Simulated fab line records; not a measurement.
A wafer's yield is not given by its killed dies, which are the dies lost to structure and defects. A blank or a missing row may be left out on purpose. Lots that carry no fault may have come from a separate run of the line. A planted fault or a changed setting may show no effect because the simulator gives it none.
What tool caused it? + flow sky130 + Sampling: 12 lots, 36 wafers, 4 of 708 route steps

WHAT THE GAUGES READ, wafer by wafer
SKY_METAL5_THK_MEAS_06: measures by xrf.
| lot  | measured     | on           | METAL5_ALCU_THK (nm) |
|------|--------------|--------------|----------------------|
| L978 | day 44 08:15 | filmMetro-02 | 1140 1127 1134       |
| L979 | day 44 12:24 | filmMetro-01 | 1143 1124 1146       |
| L980 | day 44 14:55 | filmMetro-01 | 1117 1131 1117       |
| L982 | day 45 12:02 | filmMetro-02 | 1140 1149 1130       |
| L983 | day 45 12:37 | filmMetro-02 | 1138 1102 1102       |
| L986 | day 46 11:28 | filmMetro-02 | 1104 1123 1125       |
| L987 | day 46 11:46 | filmMetro-03 | 1106 1094 1105       |
| L994 | day 48 04:11 | filmMetro-03 | 1125 1119 1124       |
| L996 | day 48 11:53 | filmMetro-01 | 1136 1134 1128       |
| L998 | day 49 02:52 | filmMetro-01 | 1123 1098 1110       |
| L999 | day 49 14:34 | filmMetro-02 | 1127 1116 1121       |
| L101 | day 49 22:20 | filmMetro-03 | 1126 1111 1130       |

SKY_PAD_OPEN_BOW_MEAS_13.
| lot  | measured     | on           | PAD_OPEN_BOW (um) |
|------|--------------|--------------|-------------------|
| L978 | day 47 05:54 | filmMetro-04 | 53 45 64          |
| L979 | day 47 08:47 | filmMetro-03 | 48 52 47          |
| L980 | day 47 11:04 | filmMetro-04 | 55 58 49          |
| L982 | day 48 06:09 | filmMetro-01 | 39 40 48          |
| L983 | day 48 06:26 | filmMetro-03 | 50 41 44          |
| L986 | day 49 03:50 | filmMetro-03 | 53 44 40          |
| L987 | day 49 04:19 | filmMetro-03 | 43 42 35          |
| L994 | day 50 16:52 | filmMetro-03 | 43 44 40          |
| L996 | day 50 22:55 | filmMetro-01 | 49 68 56          |
| L998 | day 51 10:45 | filmMetro-01 | 51 52 49          |
| L999 | day 51 19:54 | filmMetro-03 | 49 55 51          |
| L101 | day 52 02:10 | filmMetro-04 | 56 57 63          |

WHICH TOOL RAN EACH LOT (tool, then ch and the chambers of the sampled wafers, then the start)
| lot  | SKY_VIA3_CVD_21              | SKY_METAL5_SPUTTER_03       |
|------|------------------------------|-----------------------------|
| L978 | cvdW-01 ch 0, day 41 02:37   | pvdSputter-01, day 44 08:03 |
| L979 | cvdW-01 ch 0,1, day 41 06:38 | pvdSputter-02, day 44 12:11 |
| L980 | cvdW-01 ch 0,1, day 41 09:52 | pvdSputter-04, day 44 14:44 |
| L982 | cvdW-02 ch 0,1, day 42 08:29 | pvdSputter-04, day 45 11:49 |
| L983 | cvdW-02 ch 0,1, day 42 09:46 | pvdSputter-01, day 45 12:25 |
| L986 | cvdW-01 ch 0,1, day 43 10:33 | pvdSputter-04, day 46 11:16 |
| L987 | cvdW-02 ch 0,1, day 43 12:16 | pvdSputter-02, day 46 11:34 |
| L994 | cvdW-01 ch 0,1, day 45 08:08 | pvdSputter-04, day 48 03:58 |
| L996 | cvdW-01 ch 0,1, day 45 16:52 | pvdSputter-02, day 48 11:40 |
| L998 | cvdW-02 ch 0,1, day 46 07:20 | pvdSputter-01, day 49 02:40 |
| L999 | cvdW-02 ch 0,1, day 46 22:25 | pvdSputter-01, day 49 14:23 |
| L101 | cvdW-02 ch 0,1, day 47 06:34 | pvdSputter-04, day 49 22:08 |
- SKY_VIA3_CVD_21: deposits W, target thk 390 nm, time 117.31 s.
- SKY_METAL5_SPUTTER_03: material Ti, target thk 5 nm, time 3.3 s.

WHAT THE TOOLS THEMSELVES READ (means of the sampled wafers that have a number; where no wafer has one, the mark that the record gives instead)
SKY_VIA3_CVD_21.
| lot  | tool    | heaterPowerW (W) | susceptorTempC (C) |
|------|---------|------------------|--------------------|
| L978 | cvdW-01 | 912              | 399.74             |
| L979 | cvdW-01 | 825              | 400.13             |
| L980 | cvdW-01 | 832              | 399.97             |
| L982 | cvdW-02 | 895              | 399.92             |
| L983 | cvdW-02 | 940              | 400.09             |
| L986 | cvdW-01 | 877              | 400.02             |
| L987 | cvdW-02 | 942              | 400.02             |
| L994 | cvdW-01 | 872              | 399.64             |
| L996 | cvdW-01 | 872              | 400.16             |
| L998 | cvdW-02 | 913              | 400.01             |
| L999 | cvdW-02 | 963              | 399.98             |
| L101 | cvdW-02 | 950              | 399.96             |

SKY_METAL5_SPUTTER_03.
| lot  | tool          | throttleValvePct (%) |
|------|---------------|----------------------|
| L978 | pvdSputter-01 | 28.7                 |
| L979 | pvdSputter-02 | 30.4                 |
| L980 | pvdSputter-04 | 28.9                 |
| L982 | pvdSputter-04 | 30.6                 |
| L983 | pvdSputter-01 | 29.5                 |
| L986 | pvdSputter-04 | 30.1                 |
| L987 | pvdSputter-02 | 30.3                 |
| L994 | pvdSputter-04 | 29.4                 |
| L996 | pvdSputter-02 | 30.1                 |
| L998 | pvdSputter-01 | 29.4                 |
| L999 | pvdSputter-01 | 28.9                 |
| L101 | pvdSputter-04 | 30.0                 |

THE ANSWER, worked out from the rows above alone
Rule: what is usual is taken from the lots themselves. Put in order of their means at a reading, lots are off if they are a third of the lots or fewer, leave a main group of 4 or more, and stand apart from it by a gap of 3 or more times the standard deviation of the main group's means; of several such gaps the widest counts. Not used: any main group whose means are identical at the precision the tables above print for the reading. A lot without any number at a reading at which 4 lots or more have one is off too. The other lots that the step has rows for count as sound. First the gauges in route order, then the tools' own readings, where a lot's mean is used as printed above. The first step at which some lot is off is used, and at that step the reading that is off furthest; a lot without a number counts as furthest.
Nothing can be told from this: no lot is off at any reading shown.

WHAT HAD BEEN PUT IN BY THE SIMULATOR
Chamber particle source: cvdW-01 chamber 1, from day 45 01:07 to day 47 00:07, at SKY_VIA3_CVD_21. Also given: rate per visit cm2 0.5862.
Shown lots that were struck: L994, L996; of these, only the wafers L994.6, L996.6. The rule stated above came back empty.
